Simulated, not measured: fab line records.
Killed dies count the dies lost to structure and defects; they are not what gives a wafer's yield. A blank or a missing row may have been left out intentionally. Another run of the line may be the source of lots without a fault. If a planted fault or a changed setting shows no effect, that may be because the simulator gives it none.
Struck lot and sound lot, side by side :: flow sky130 :: 14 steps out of a route of 708
Sound: the wafers L808.3, L808.5, L808.6. The struck wafers were L813.1, L813.2, L813.6. The cause is named last.
Order at every step that has rows: each side's tool, ch and its chambers, its first start. Under that, the readings that differ: sound wafers :: struck wafers :: difference of the means :: sigmas: that difference in standard deviations of wafers without a fault.
alike: readings with means less than 2 such deviations apart, plus words and numbers identical on both sides. not compared: withheld readings, readings lacking a value on some wafer, bounds such as >300 that could conceal the same value, and numbers that have no deviation in the record and whose values overlap.
A row with sigmas, a row that says differs or no value, or rows on one side alone: a step with any of these is where the two part. Numbers that don't overlap but have no deviation are shown without sigmas and don't part them. A reading that every wafer of one side lacks parts them only if that side has two wafers or more.

first, 4 steps without rows for these wafers: SKY_LDD_N_IMPLANT_12; SKY_LDD_N_IMPLANT_13; SKY_LDD_N_IMPLANT_14; SKY_LDD_N_IMPLANT_15.
SKY_LDD_N_STRIP_16: strips in O2/N2.
  sound on plasma asher-02 ch 0,1, day 20 05:07; struck on plasma asher-02 ch 0,1, day 21 08:23
  alike: drypump motor current A, oes product au, strip time to endpoint s
  not compared: rf hours counter h
SKY_LDD_N_TW_MEAS_17:
  struck on film metro-04, day 21 08:29; sound on film metro-03, day 20 05:12
  alike: LDD_N_TW
then, 6 steps without rows for these wafers: SKY_LDD_P_DEHYDRATE_00 (time 60 s); SKY_LDD_P_HMDS_01 (prime time 60 s); SKY_LDD_P_COAT_02 (resist thk 1152 nm); SKY_LDD_P_SOFTBAKE_03 (time 60 s); SKY_LDD_P_EXPOSE_04 (exposes mask PSDM, target cd 380 nm); SKY_LDD_P_PEB_05.
SKY_LDD_P_DEVELOP_06: develop time 60 s.
  struck on litho track-03, day 22 15:18; sound on litho track-03 ch 0, day 21 11:18
  no value came back on the struck wafers for chill plate temp C (C), develop time s (s), developer temp C (C), exhaust pa (Pa); on the sound wafers chill plate temp C (C) reads 23.12 23.09 23.08
SKY_LDD_P_CD_MEAS_07: the cd target is 380 nm.
  struck on cd sem-01, day 22 15:27; sound on cd sem-01, day 21 11:26
reading: cd nm (nm)
sound: 376.0 378.8 376.7
struck: - - -
difference: no value on the struck wafers
sigmas: 

WHERE THEY PART
First at SKY_LDD_P_DEVELOP_06; last, within this record, at SKY_LDD_P_CD_MEAS_07.

WHY: what the simulator had put in
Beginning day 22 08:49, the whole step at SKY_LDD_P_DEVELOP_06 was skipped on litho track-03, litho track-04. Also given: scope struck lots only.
